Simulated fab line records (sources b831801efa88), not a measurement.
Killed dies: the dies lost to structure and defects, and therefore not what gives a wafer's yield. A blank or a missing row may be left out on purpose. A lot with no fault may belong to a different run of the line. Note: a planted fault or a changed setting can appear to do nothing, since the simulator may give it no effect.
A single fault, viewed from 2 desks || flow sfq-line || each desk has only its own numbers; what lay behind them comes last

== FROM THE METROLOGY DESK ==
What the gauges read, lot by lot, whatever tool the lot ran on: means of the sampled wafers that have a number. A lot is out of limits, marked OUT, if its mean lies more than 4 standard deviations from the usual mean; the brackets give that distance.
Columns: A = R5_MONX_RS at SFQ_R5_RS_MEAS_933, usual 7.06 ohm/sq; B = R5_MONX_THK at SFQ_R5_THK_MEAS_934, usual 39.4 nm
{"lot": "L613", "first seen here": "day 58 21:31", "A": 7.07, "B": 39.3}
{"lot": "L614", "first seen here": "day 59 05:55", "A": 7.03, "B": 39.5}
{"lot": "L615", "first seen here": "day 59 21:25", "A": 7.03, "B": 39.7}
{"lot": "L616", "first seen here": "day 60 13:21", "A": 7.16, "B": 38.8}
{"lot": "L617", "first seen here": "day 60 22:58", "A": 7.15, "B": 38.9}
{"lot": "L618", "first seen here": "day 61 21:42", "A": 7.05, "B": 39.3}
{"lot": "L623", "first seen here": "day 64 07:19", "A": "6.61 (-4.5) OUT", "B": "42.7 (+5.2) OUT"}
{"lot": "L626", "first seen here": "day 64 12:07", "A": "6.33 (-7.3) OUT", "B": "44.4 (+7.8) OUT"}
{"lot": "L627", "first seen here": "day 64 16:34", "A": "6.04 (-10) OUT", "B": "46.0 (+10) OUT"}
{"lot": "L630", "first seen here": "day 64 22:10", "A": 7.10, "B": 39.1}
{"lot": "L631", "first seen here": "day 64 22:54", "A": 6.99, "B": 39.8}
{"lot": "L633", "first seen here": "day 65 03:35", "A": 6.97, "B": 39.9}
{"lot": "L635", "first seen here": "day 65 10:06", "A": 6.99, "B": 39.9}
{"lot": "L636", "first seen here": "day 65 11:54", "A": 6.93, "B": 40.2}
This desk's result: L623, L626, L627 out of limits, first on L623 (R5_MONX_RS at SFQ_R5_RS_MEAS_933), day 64 07:19. Within limits: L613, L614, L615, L616, L617, L618, L630, L631, L633, L635, L636.

== FOR THE TOOL OWNER'S DESK: pvd-sputter-05 ==
The tool's own readings at SFQ_TRILAYER_R5_DEP_SPUTTER_133 (material MoNx, target thk 40 nm, time 66.7 s): means of the sampled wafers that have a number, for each lot that ran on this tool. A lot is out of limits, marked OUT, if its mean lies more than 4 standard deviations from the usual mean; the brackets give that distance.
Columns: A = throttle-valve-pct at SFQ_TRILAYER_R5_DEP_SPUTTER_133, usual 29.5 %
{"lot": "L623", "first seen here": "day 64 07:14", "A": 28.5}
{"lot": "L626", "first seen here": "day 64 12:02", "A": 28.4}
{"lot": "L627", "first seen here": "day 64 16:29", "A": 29.1}
This desk found nothing out of limits on any of the 3 lots.

== PUT TOGETHER ==
At day 64 07:19 the metrology desk could have sounded an alarm, on L623, L626, L627.
The desk of the tool owner found nothing out of limits.
On record at the tool owner's desk: L623, L626, L627, within its limits.
SFQ_TRILAYER_R5_DEP_SPUTTER_133 was run on pvd-sputter-05 by each of the lots named.

== WHAT THE SIMULATOR HAD INSERTED ==
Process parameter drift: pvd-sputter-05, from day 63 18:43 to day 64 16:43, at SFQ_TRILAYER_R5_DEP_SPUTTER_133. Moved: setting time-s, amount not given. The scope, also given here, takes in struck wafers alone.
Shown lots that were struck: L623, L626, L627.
Per desk, hours elapsed from the start of the fault to the first reading out of limits: for the metrology desk, 13.
